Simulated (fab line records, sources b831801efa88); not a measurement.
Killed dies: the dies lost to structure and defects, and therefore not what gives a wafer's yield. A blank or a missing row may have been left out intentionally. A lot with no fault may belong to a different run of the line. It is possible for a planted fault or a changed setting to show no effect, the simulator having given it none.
The same fault as seen by 2 desks / flow gf180mcu / what lay behind the numbers comes last; until then each desk has only its own

AT THE METROLOGY DESK
Means of the sampled wafers that have a number, per lot and without regard to the tool the lot ran on: this is what the gauges read. The brackets show how far a lot's mean lies from the usual mean; more than 4 standard deviations puts the lot out of limits, marked OUT.
Columns: A = V2_CVD_02_THK at GF_V2_THK_MEAS_03, usual 853 nm; B = V4_BOW at GF_V4_BOW_MEAS_05, usual 134 um
lot=L905; first seen here=day 19 14:52; A=874; B=132
lot=L907; first seen here=day 20 09:28; A=841; B=134
lot=L908; first seen here=day 20 14:22; A=845; B=138
lot=L910; first seen here=day 21 09:58; A=1098 (+17) OUT; B=136
lot=L912; first seen here=day 22 01:26; A=1216 (+26) OUT; B=120
lot=L919; first seen here=day 24 12:07; A=847; B=136
lot=L920; first seen here=day 24 15:26; A=856; B=127
lot=L922; first seen here=day 25 12:15; A=848; B=124
lot=L923; first seen here=day 25 18:14; A=863; B=144
lot=L925; first seen here=day 26 16:53; A=851; B=129
lot=L927; first seen here=day 27 02:52; A=851; B=136
lot=L926; first seen here=day 27 04:59; A=849; B=135
Finding of this desk: L910, L912 out of limits, first seen on L910 at day 21 09:58 (V2_CVD_02_THK at GF_V2_THK_MEAS_03). Within limits: L905, L907, L908, L919, L920, L922, L923, L925, L927, L926.

AT THE TOOL OWNER'S DESK: pecvd-04
The tool's own readings at GF_V2_CVD_02 (deposits SiO2 from TEOS, target thk 850 nm, time 94.851 s): means of the sampled wafers that have a number, for each lot that ran on this tool. The brackets show how far a lot's mean lies from the usual mean; more than 4 standard deviations puts the lot out of limits, marked OUT.
Columns: A = heater power w at GF_V2_CVD_02, usual 610 W
lot=L907; first seen here=day 20 09:24; A=607
lot=L908; first seen here=day 20 14:18; A=684
lot=L910; first seen here=day 21 09:53; A=608
lot=L912; first seen here=day 22 01:22; A=620
lot=L919; first seen here=day 24 12:02; A=673
lot=L922; first seen here=day 25 12:11; A=618
lot=L926; first seen here=day 27 04:53; A=640
Finding of this desk: none of the 7 lots has anything out of limits.

BROUGHT TOGETHER
On L910, L912, the metrology desk was in a position to raise an alarm at day 21 09:58.
Nothing out of limits was seen by the tool owner's desk.
The tool owner's desk has L910, L912 on record, within its limits.
Every lot named ran GF_V2_CVD_02 on pecvd-04.

WHAT HAD BEEN PUT IN BY THE SIMULATOR
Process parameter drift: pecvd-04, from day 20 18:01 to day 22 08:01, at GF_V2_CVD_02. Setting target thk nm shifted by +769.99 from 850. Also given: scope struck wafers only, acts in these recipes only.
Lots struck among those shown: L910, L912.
Delay in hours, fault start to first out-of-limits reading, per desk: metrology desk 16.
